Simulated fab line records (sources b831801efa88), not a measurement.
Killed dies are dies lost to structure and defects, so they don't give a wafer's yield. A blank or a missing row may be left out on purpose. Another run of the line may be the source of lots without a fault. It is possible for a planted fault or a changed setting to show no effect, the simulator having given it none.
fab line records | flow gf180mcu
record: lots: 5 wafers: 15 last_day: 34
route steps=602 shown V1@349 M2@362
lots that met no fault: from a run of the same line without faults
start_h: the number of hours between the record's first day and the start of the first shown wafer of the lot | wait_h: how many hours have passed since the lot's step before this one | " identical to the entry in the row above | L1.1+2: one row covering several wafers at once | - no value present, or no start provided | * or withheld: withheld | < > ~ a bound
route shown NAME@n: names a module that has steps shown in the file, with the first one's number in the route | usual: average and standard deviation across the fault-free wafers | same: alike in all rows | chamber/n: place in a boat | sites: per-site readings | _std_site: their standard deviation | _edge_site: inner sites' mean taken away from outer sites' mean | radius_mm: how far each site lies from the wafer's centre | mask NAME#n: copy n | behind: the tool/chamber that last shaped the wafer | hold: the reason the lot was held/the length of the hold in hours/how it ended | device: which transistor (n, p or np) failed to switch | end of line: tests of these same wafers at the route's end | a step given without rows: its recipe and nothing more | killed: the dies lost at the first sort to structure and to defects; this is not the yield of the wafer | map: the dies of a wafer, with x for killed, . for not killed, _ for no die there
set.NAME: setting as actually run; set.NAME@STEP: the setting as run at that earlier step | model.NAME: the simulator's own value behind a step, which no gauge read
lots at some steps of the route; a table a step, a row a wafer
services: the hour from which a tool's chamber was out of use, counted from the record's first day as start_h (under 0 if before that day), plus the number of hours and why
== steps ==
step: GF_V1_CD_MEAS_14
recipe: target_cd_nm: 260
usual: cd_nm: 260.1/0.94
columns lot.wafer tool chamber start_h wait_h cd_nm
L078.1 cd_sem-02 - 440.10 0.1 259.4
L078.3 " - " " 259.8
L078.4 " - " " 258.7
L090.1 cd_sem-01 - 549.16 0.1 260.3
L090.4 " - " " 260.2
L090.6 " - " " 259.0
L092.2 cd_sem-02 - 568.77 0.1 262.4
L092.5 " - " " 261.6
L092.6 " - " " 261.7
L094.1 cd_sem-01 - 573.85 0.1 260.3
L094.2 " - " " 260.3
L094.5 " - " " 259.9
L097.1 cd_sem-02 - 597.78 0.1 260.4
L097.2 " - " " 260.4
L097.5 " - " " 259.8
step: GF_V1_OVL_MEAS_15
usual: V1_OVL: 2/5.1
columns lot.wafer tool chamber start_h wait_h V1_OVL[nm]
L078.1 overlay-02 - 440.22 0.1 5
L078.3 " - " " -1
L078.4 " - " " 0
L090.1 overlay-01 - 549.28 0.1 -1
L090.4 " - " " -2
L090.6 " - " " 1
L092.2 overlay-02 - 568.88 0.1 10
L092.5 " - " " 2
L092.6 " - " " 6
L094.1 overlay-01 - 573.97 0.1 -1
L094.2 " - " " 1
L094.5 " - " " -2
L097.1 overlay-02 - 597.90 0.1 0
L097.2 " - " " -5
L097.5 " - " " -2
step: GF_V1_ETCH_16
recipe: chemistry: N2/H2 target_depth_a: withheld overetch_a: withheld time_s: withheld target: BARC ion_energy_ev: 200 source_w: 500 bias_w: 100 pressure_mtorr: 30 n2_flow_sccm: 100 h2_flow_sccm: 200
usual: drypump_motor_current_A: 5.5/0.41 oes_product_au: 0.855/0.0049 throttle_valve_pct: 13.224/0.0088
columns lot.wafer tool chamber start_h wait_h drypump_motor_current_A oes_product_au throttle_valve_pct
L078.1 rie_diel-04 3 440.26 0.0 6.3 0.853 13.239
L078.3 " 1 " " 5.0 0.864 13.225
L078.4 " 3 " " 6.3 0.855 13.247
L090.1 rie_diel-02 1 549.32 0.0 5.3 0.850 13.240
L090.4 " 0 " " 5.4 0.850 13.224
L090.6 " 3 " " 6.0 0.850 13.213
L092.2 rie_diel-04 0 568.91 0.0 6.1 0.861 13.246
L092.5 " 1 " " 5.0 0.865 13.225
L092.6 " 0 " " 6.1 0.864 13.230
L094.1 rie_diel-03 1 574.01 0.0 5.1 0.857 13.224
L094.2 " 2 " " 5.9 0.852 13.234
L094.5 " 2 " " 5.9 0.849 13.227
L097.1 rie_diel-02 1 597.93 0.0 5.3 0.861 13.225
L097.2 " 0 " " 5.4 0.855 13.235
L097.5 " 0 " " 5.4 0.857 13.227
step: GF_V1_ETCH_17
recipe: chemistry: C4F8/O2/Ar mask_material: KrF target: SiO2 stop_on: TiN source_w: 1500 bias_w: 1200 pressure_mtorr: 40 c4f8_flow_sccm: withheld O2_flow_sccm: 6 Ar_flow_sccm: 300 time_s: withheld target_depth_a: 6300
usual: oes_product_au: 0.856/0.0044
columns lot.wafer tool chamber start_h wait_h oes_product_au
L078.1 rie_diel-04 3 - - 0.851
L078.3 " 1 " " 0.859
L078.4 " 3 " " 0.860
L090.1 rie_diel-02 1 - - 0.852
L090.4 " 0 " " 0.852
L090.6 " 3 " " 0.861
L092.2 rie_diel-04 0 - - 0.847
L092.5 " 1 " " 0.848
L092.6 " 0 " " 0.864
L094.1 rie_diel-03 1 - - 0.857
L094.2 " 2 " " 0.857
L094.5 " 2 " " 0.851
L097.1 rie_diel-02 1 - - 0.855
L097.2 " 0 " " 0.849
L097.5 " 0 " " 0.852
step: GF_V1_STRIP_18
recipe: chemistry: O2/N2 power_w: 1400 pressure_mtorr: 1500 platen_temp_c: 250 o2_flow_sccm: 3000 n2_flow_sccm: 300 overash_fraction: 0.5
usual: drypump_motor_current_A: 5.77/0.099 heater_power_w: 341/23 oes_product_au: 0.593/0.0043
columns lot.wafer tool chamber start_h wait_h drypump_motor_current_A heater_power_w oes_product_au rf_hours_counter_h
L078.1 plasma_asher-04 1 440.39 - 5.72 342 0.584 69
L078.3 " 1 " " 5.73 352 0.594 -
L078.4 " 0 " " 5.83 309 0.592 -
L090.1 plasma_asher-04 1 549.44 - 5.71 337 0.598 82
L090.4 " 0 " " 5.79 314 0.592 -
L090.6 " 0 " " 5.80 314 0.598 -
L092.2 plasma_asher-01 1 569.03 - 5.61 370 0.592 14
L092.5 " 1 " " 5.63 367 0.591 -
L092.6 " 0 " " 5.90 329 0.595 -
L094.1 plasma_asher-03 0 574.13 - 5.78 308 0.600 85
L094.2 " 1 " " 5.85 363 0.588 85
L094.5 " 1 " " 5.84 365 0.601 -
L097.1 plasma_asher-04 0 598.06 - 5.77 307 0.592 87
L097.2 " 1 " " 5.71 349 0.589 87
L097.5 " 1 " " 5.71 350 0.589 -
step: GF_V1_STRIP_19
recipe: chemistry: post_etch_residue_remover time_s: 1200 temp_c: 72.5
columns lot.wafer tool chamber start_h wait_h
L078.1+3+4 wet_bench-04 3 440.49 0.1
L090.1+4+6 wet_bench-01 1 549.54 0.1
L092.2+5+6 wet_bench-04 0 569.13 0.1
L094.1+2+5 wet_bench-03 1 574.23 0.1
L097.1+2+5 wet_bench-03 2 598.16 0.1
step: GF_V1_CLEAN_20
recipe: chemistry: DIW dry: n2_spin
columns lot.wafer tool chamber start_h wait_h
L078.1+3+4 wet_bench-01 2 440.86 0.0
L090.1+4+6 wet_bench-03 0 549.89 0.0
L092.2+5+6 wet_bench-03 1 569.48 0.0
L094.1+2+5 wet_bench-04 1 574.58 0.0
L097.1+2+5 wet_bench-01 1 598.50 0.0
step: GF_V1_SPUTTER_21
recipe: material: Ti target_thk_nm: 15 chamber_pressure_pa: 5 power_w: 2500 substrate_temp_c: 200 time_s: 80.02
usual: throttle_valve_pct: 30.5/0.67
columns lot.wafer tool chamber start_h wait_h throttle_valve_pct
L078.1 pvd_sputter-01 - 440.95 0.0 30.5
L078.3 " - " " 29.6
L078.4 " - " " 30.3
L090.1 pvd_sputter-01 - 549.99 0.0 29.7
L090.4 " - " " 31.1
L090.6 " - " " 31.1
L092.2 pvd_sputter-04 - 569.57 0.0 29.6
L092.5 " - " " 29.6
L092.6 " - " " 31.0
L094.1 pvd_sputter-02 - 574.67 0.0 30.3
L094.2 " - " " 29.2
L094.5 " - " " 31.6
L097.1 pvd_sputter-04 - 598.60 0.0 29.9
L097.2 " - " " 31.1
L097.5 " - " " 31.1
step: GF_V1_SPUTTER_22
recipe: material: TiN target_thk_nm: 10 chamber_pressure_pa: 5 power_w: 4000 time_s: 40
usual: throttle_valve_pct: 30.5/0.66
columns lot.wafer tool chamber start_h wait_h throttle_valve_pct
L078.1 pvd_sputter-01 - 441.01 0.0 30.6
L078.3 " - " " 30.1
L078.4 " - " " 30.4
L090.1 pvd_sputter-01 - 550.05 0.0 30.0
L090.4 " - " " 31.3
L090.6 " - " " 31.0
L092.2 pvd_sputter-04 - 569.63 0.0 29.6
L092.5 " - " " 29.8
L092.6 " - " " 30.9
L094.1 pvd_sputter-02 - 574.73 0.0 30.1
L094.2 " - " " 29.1
L094.5 " - " " 31.3
L097.1 pvd_sputter-04 - 598.66 0.0 29.8
L097.2 " - " " 31.1
L097.5 " - " " 30.9
step: GF_V1_CVD_23
recipe: material: W target_thk_nm: 350 time_s: 105.05 temp_c: 400 pressure_torr: 40
usual: heater_power_w: 913/62
columns lot.wafer tool chamber start_h wait_h heater_power_w
L078.1 cvd_w-02 0 441.05 0.0 817
L078.3 " 1 " " 984
L078.4 " 0 " " 834
L090.1 cvd_w-01 0 550.09 0.0 849
L090.4 " 1 " " 963
L090.6 " 1 " " 945
L092.2 cvd_w-01 0 569.67 0.0 853
L092.5 " 0 " " 862
L092.6 " 1 " " 954
L094.1 cvd_w-01 0 574.77 0.0 873
L094.2 " 1 " " 991
L094.5 " 0 " " 877
L097.1 cvd_w-01 0 598.70 0.0 870
L097.2 " 1 " " 976
L097.5 " 0 " " 861
step: GF_V1_RS_MEAS_24
recipe: thk_meas_gauge: four-point-probe reads: W_of_V1_CVD_23+TiN_of_V1_SPUTTER_22+Ti_of_V1_SPUTTER_21
usual: V1_W_RS: 0.324/0.0058
columns lot.wafer tool chamber start_h wait_h V1_W_RS[ohm/sq]
L078.1 film_metro-02 - 441.16 0.1 0.323
L078.3 " - " " 0.320
L078.4 " - " " 0.324
L090.1 film_metro-01 - 550.20 0.1 0.329
L090.4 " - " " 0.316
L090.6 " - " " 0.313
L092.2 film_metro-03 - 569.80 0.1 0.328
L092.5 " - " " 0.328
L092.6 " - " " 0.317
L094.1 film_metro-02 - 574.88 0.1 0.335
L094.2 " - " " 0.323
L094.5 " - " " 0.335
L097.1 film_metro-01 - 598.81 0.1 0.331
L097.2 " - " " 0.325
L097.5 " - " " 0.331
step: GF_V1_THK_MEAS_25
recipe: thk_meas_gauge: xrf reads: W_of_V1_CVD_23
usual: V1_W_THK: 347/10
columns lot.wafer tool chamber start_h wait_h V1_W_THK[nm]
L078.1 film_metro-02 - 441.28 0.1 346
L078.3 " - " " 349
L078.4 " - " " 345
L090.1 film_metro-01 - 550.32 0.1 342
L090.4 " - " " 358
L090.6 " - " " 358
L092.2 film_metro-03 - 569.91 0.1 357
L092.5 " - " " 355
L092.6 " - " " 368
L094.1 film_metro-02 - 575.00 0.1 327
L094.2 " - " " 337
L094.5 " - " " 326
L097.1 film_metro-01 - 598.93 0.1 343
L097.2 " - " " 351
L097.5 " - " " 342
step: GF_V1_CMP_26
recipe: stop_on: SiO2 down_force_psi: 3.5 platen_rpm: 60 t_overpolish_s: 15 target_thk_nm: 0 pad_velocity_m_s: 0.94248
usual: motor_current_A: 11.3/1.1 overpolish_run_s: 15.000/0.0085 slurry_filter_dp_kPa: 13.50/0.14 time_to_endpoint_s: 86/4.1
columns lot.wafer tool chamber start_h wait_h motor_current_A overpolish_run_s slurry_filter_dp_kPa time_to_endpoint_s
L078.3 cmp-02 1 441.39 0.1 10.7 14.985 13.60 92
L078.1 " 2 " " 12.5 14.994 13.60 88
L078.4 " 3 " " 12.0 15.005 13.28 88
L090.4 cmp-01 0 550.38 0.0 11.6 14.981 13.39 89
L090.1 " 2 " " 10.4 15.010 13.54 77
L090.6 " 0 " " 11.4 15.007 13.68 85
L092.2 cmp-02 1 570.01 0.1 11.2 15.010 13.77 88
L092.5 " 0 " " 11.1 14.997 13.30 81
L092.6 " 1 " " 11.3 15.008 13.39 90
L094.2 cmp-01 0 575.40 0.4 11.2 15.007 13.43 82
L094.1 " 3 " " 12.0 15.002 13.48 82
L094.5 " 0 " " 11.4 14.985 13.54 79
L097.1 cmp-01 1 598.99 0.1 9.0 15.005 13.46 84
L097.2 " 2 " " 10.5 14.998 13.55 80
L097.5 " 1 " " 8.9 15.014 13.60 86
step: GF_M2_SPUTTER_00
recipe: material: Ti target_thk_nm: 37.5 arriving_ion_energy_ev: 80 substrate_temp_c: 200 chamber_pressure_pa: 2 power_w: 4000 time_s: 150
usual: throttle_valve_pct: 30.3/0.81
columns lot.wafer tool chamber start_h wait_h throttle_valve_pct
L078.1 pvd_sputter-02 - 441.64 0.1 31.4
L078.3 " - " " 29.2
L078.4 " - " " 30.1
L090.1 pvd_sputter-03 - 550.68 0.1 30.2
L090.4 " - " " 28.3
L090.6 " - " " 28.5
L092.2 pvd_sputter-01 - 570.26 0.2 31.1
L092.5 " - " " 30.2
L092.6 " - " " 29.8
L094.1 pvd_sputter-01 - 575.70 0.1 29.9
L094.2 " - " " 30.4
L094.5 " - " " 29.8
L097.1 pvd_sputter-02 - 599.31 0.3 30.3
L097.2 " - " " 31.3
L097.5 " - " " 31.3
step: GF_M2_SPUTTER_01
recipe: material: TiN target_thk_nm: 30 power_w: 6500 time_s: 25 chamber_pressure_pa: 0.4
usual: throttle_valve_pct: 30.3/0.76
columns lot.wafer tool chamber start_h wait_h throttle_valve_pct
L078.1 pvd_sputter-02 - 441.76 0.1 31.3
L078.3 " - " " 29.2
L078.4 " - " " 30.1
L090.1 pvd_sputter-03 - 550.78 0.1 30.6
L090.4 " - " " 28.0
L090.6 " - " " 28.5
L092.2 pvd_sputter-01 - 570.36 0.1 31.0
L092.5 " - " " 30.3
L092.6 " - " " 29.7
L094.1 pvd_sputter-01 - 575.80 0.1 29.9
L094.2 " - " " 30.4
L094.5 " - " " 29.7
L097.1 pvd_sputter-02 - 599.41 0.1 30.1
L097.2 " - " " 31.4
L097.5 " - " " 31.3
step: GF_M2_SPUTTER_02
recipe: material: AlCu target_thk_nm: 450 power_w: 10600 time_s: 23.9 chamber_pressure_pa: 0.4
usual: throttle_valve_pct: 30.3/0.8
columns lot.wafer tool chamber start_h wait_h throttle_valve_pct
L078.1 pvd_sputter-02 - 441.79 0.0 31.7
L078.3 " - " " 29.2
L078.4 " - " " 30.3
L090.1 pvd_sputter-03 - 550.81 0.0 30.5
L090.4 " - " " 28.5
L090.6 " - " " 28.2
L092.2 pvd_sputter-01 - 570.39 0.0 31.4
L092.5 " - " " 30.4
L092.6 " - " " 29.6
L094.1 pvd_sputter-01 - 575.84 0.0 29.9
L094.2 " - " " 30.3
L094.5 " - " " 29.4
L097.1 pvd_sputter-02 - 599.44 0.0 30.0
L097.2 " - " " 31.3
L097.5 " - " " 31.4
step: GF_M2_SPUTTER_03
recipe: material: Ti target_thk_nm: 10 substrate_temp_c: 300 chamber_pressure_pa: 0.3 power_w: 3000 time_s: 6.7
usual: throttle_valve_pct: 30.3/0.8
columns lot.wafer tool chamber start_h wait_h throttle_valve_pct
L078.1 pvd_sputter-02 - 441.82 0.0 31.5
L078.3 " - " " 29.1
L078.4 " - " " 29.9
L090.1 pvd_sputter-03 - 550.84 0.0 30.6
L090.4 " - " " 28.3
L090.6 " - " " 28.2
L092.2 pvd_sputter-01 - 570.42 0.0 30.9
L092.5 " - " " 30.3
L092.6 " - " " 30.0
L094.1 pvd_sputter-01 - 575.87 0.0 29.5
L094.2 " - " " 30.4
L094.5 " - " " 29.9
L097.1 pvd_sputter-02 - 599.47 0.0 30.2
L097.2 " - " " 31.4
L097.5 " - " " 31.4
step: GF_M2_SPUTTER_04
recipe: material: TiN target_thk_nm: 50 power_w: 6500 time_s: 41.7 chamber_pressure_pa: 0.4
usual: throttle_valve_pct: 30.3/0.79
columns lot.wafer tool chamber start_h wait_h throttle_valve_pct
L078.1 pvd_sputter-02 - 441.85 0.0 31.5
L078.3 " - " " 29.0
L078.4 " - " " 30.2
L090.1 pvd_sputter-03 - 550.86 0.0 30.4
L090.4 " - " " 28.3
L090.6 " - " " 28.3
L092.2 pvd_sputter-01 - 570.44 0.0 31.1
L092.5 " - " " 30.5
L092.6 " - " " 29.8
L094.1 pvd_sputter-01 - 575.89 0.0 29.6
L094.2 " - " " 30.5
L094.5 " - " " 29.8
L097.1 pvd_sputter-02 - 599.49 0.0 30.0
L097.2 " - " " 31.5
L097.5 " - " " 31.4
step: GF_M2_RS_MEAS_05
recipe: thk_meas_gauge: four-point-probe reads: TiN_of_M2_SPUTTER_04+Ti_of_M2_SPUTTER_03+AlCu_of_M2_SPUTTER_02+TiN_of_M2_SPUTTER_01+Ti_of_M2_SPUTTER_00
usual: M2_ALCU_RS: 0.0690/0.00075
columns lot.wafer tool chamber start_h wait_h M2_ALCU_RS[ohm/sq]
L078.1 film_metro-04 - 441.89 0.0 0.0690
L078.3 " - " " 0.0690
L078.4 " - " " 0.0705
L090.1 film_metro-03 - 550.90 0.0 0.0699
L090.4 " - " " 0.0699
L090.6 " - " " 0.0703
L092.2 film_metro-03 - 570.50 0.0 0.0693
L092.5 " - " " 0.0701
L092.6 " - " " 0.0680
L094.1 film_metro-03 - 576.00 0.1 0.0670
L094.2 " - " " 0.0690
L094.5 " - " " 0.0678
L097.1 film_metro-04 - 599.53 0.0 0.0700
L097.2 " - " " 0.0691
L097.5 " - " " 0.0693
step: GF_M2_THK_MEAS_06
recipe: thk_meas_gauge: xrf reads: AlCu_of_M2_SPUTTER_02
usual: M2_ALCU_THK: 457/7.6
columns lot.wafer tool chamber start_h wait_h M2_ALCU_THK[nm]
L078.1 film_metro-04 - 442.01 0.1 447
L078.3 " - " " 453
L078.4 " - " " 441
L090.1 film_metro-03 - 551.02 0.1 457
L090.4 " - " " 456
L090.6 " - " " 454
L092.2 film_metro-03 - 570.61 0.1 459
L092.5 " - " " 453
L092.6 " - " " 468
L094.1 film_metro-03 - 576.12 0.1 474
L094.2 " - " " 461
L094.5 " - " " 468
L097.1 film_metro-04 - 599.65 0.1 448
L097.2 " - " " 452
L097.5 " - " " 450
== services ==
columns tool chamber start_h hours kind
plasma_asher-01 - 421.33 9.0 pm
plasma_asher-04 - 441.86 0.8 repair
cmp-02 - 445.28 6.0 repair
pvd_sputter-04 - 453.67 3.3 repair
wet_bench-04 - 459.28 0.6 repair
pvd_sputter-04 - 466.23 4.7 repair
rie_diel-03 2 466.57 6.7 repair
rie_diel-02 1 472.38 3.0 repair
cmp-01 - 476.46 0.6 repair
pvd_sputter-04 - 477.25 3.8 repair
pvd_sputter-02 - 483.64 2.4 repair
cmp-01 - 499.92 4.3 repair
rie_diel-04 2 534.24 12.8 repair
wet_bench-03 - 537.04 2.1 repair
cmp-01 - 546.27 3.5 pm
rie_diel-04 3 549.12 12.2 repair
rie_diel-02 2 550.90 3.1 repair
plasma_asher-04 - 551.22 2.8 pm
wet_bench-03 - 556.85 5.9 repair
pvd_sputter-02 - 566.47 5.2 repair
rie_diel-04 2 568.54 10.3 repair
rie_diel-04 0 572.67 7.4 repair
cmp-02 - 572.96 4.0 pm
cmp-01 - 581.20 9.3 pm
== key ==
fault none
